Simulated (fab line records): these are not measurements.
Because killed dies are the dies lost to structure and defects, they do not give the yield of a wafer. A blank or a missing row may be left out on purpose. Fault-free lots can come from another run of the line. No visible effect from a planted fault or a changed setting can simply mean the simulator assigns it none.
Problem report in the 8D (eight disciplines) form, filled by code / flow gf180mcu / the parts of the form that need people (team, actions taken, sign-off) are left out

1. THE ISSUE
Mean of cd nm at GF_HV_LDD_CD_MEAS_07: 380.7 nm over 2 wafers from 1 lot, against 400.1 nm (standard deviation 2.5) on wafers with no fault. Relative to the usual mean, that is a shift of -7.8 standard deviations.
The step: target cd 400 nm.
First observed at day 14 07:20: wafer L512.4, on cd sem-01. Wafers with a number at this step in the record: 39, from 13 lots. By rule, "out" or "out of limits" means more than 4 standard deviations away from the usual mean. Any other wafer with a number is counted as sound.

2. WHAT THIS IS AND IS NOT
question=which readings at this step | is=cd nm | is not=-
question=which lots | is=L512 | is not=L498, L499, L501, L502, L503, L504, L505, L506, L507, L513, L517, L519
question=which wafers of those lots | is=L512.4, L512.5 | is not=L512.1
question=read on which gauges | is=cd sem-01 | is not=cd sem-02
question=when | is=from day 14 07:20 | is not=up to then (28 sound wafers); but 9 sound wafers of L513, L517, L519 came after

3. SUSPECTS, AND WHAT RULES EACH OUT
Counting: if a tool at a process step up to the reading ran every lot that is out, it stays a suspect. Sound lots after the first of them don't rule it out here, since some wafers of a struck lot are sound.
- the gauge at GF_HV_LDD_CD_MEAS_07: kept. All the wafers that are out were read on cd sem-01, and no step on other tools shows them out.
- litho track-04 at GF_HV_LDD_DEVELOP_06 (develop time 60 s): kept. The lot that is out, L512, ran on it at day 14 07:11; the last sound lot it ran before that was L505, at day 12 03:54.
The count leaves cd sem-01 at GF_HV_LDD_CD_MEAS_07 and litho track-04 at GF_HV_LDD_DEVELOP_06.

4. THE CAUSE (what the simulator had put in)
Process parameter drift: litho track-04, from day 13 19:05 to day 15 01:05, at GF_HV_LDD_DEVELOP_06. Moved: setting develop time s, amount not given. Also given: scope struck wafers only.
Counting left 2 suspects, and this tool is among them.

5. SEQUENCE OF EFFECTS, ordered by route
One row per reading whose mean, taken over the struck wafers that have a number, lies over 3 standard deviations from the usual. Readings are gone through only where the record gives a usual standard deviation; hours: the median, over the lots, of the time from a lot's start at the first step in this table giving one to that lot's start at this step; sigmas: the change measured in usual standard deviations.
hours=0; step=GF_HV_LDD_CD_MEAS_07; reading=cd nm; usual=400.1 nm; on struck wafers=380.7; change=-19.4; sigmas=-7.8

6. WHAT WOULD HAVE CAUGHT IT SOONER
In this record the first reading out of limits at a measuring or inspecting step was taken at day 14 07:20, 12 hours after the fault began at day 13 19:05.
By day 14 07:20 the whole set of lots that are out, 1 in number, had already begun GF_HV_LDD_DEVELOP_06 on litho track-04. Tool hold at that time: it would have spared none of them.
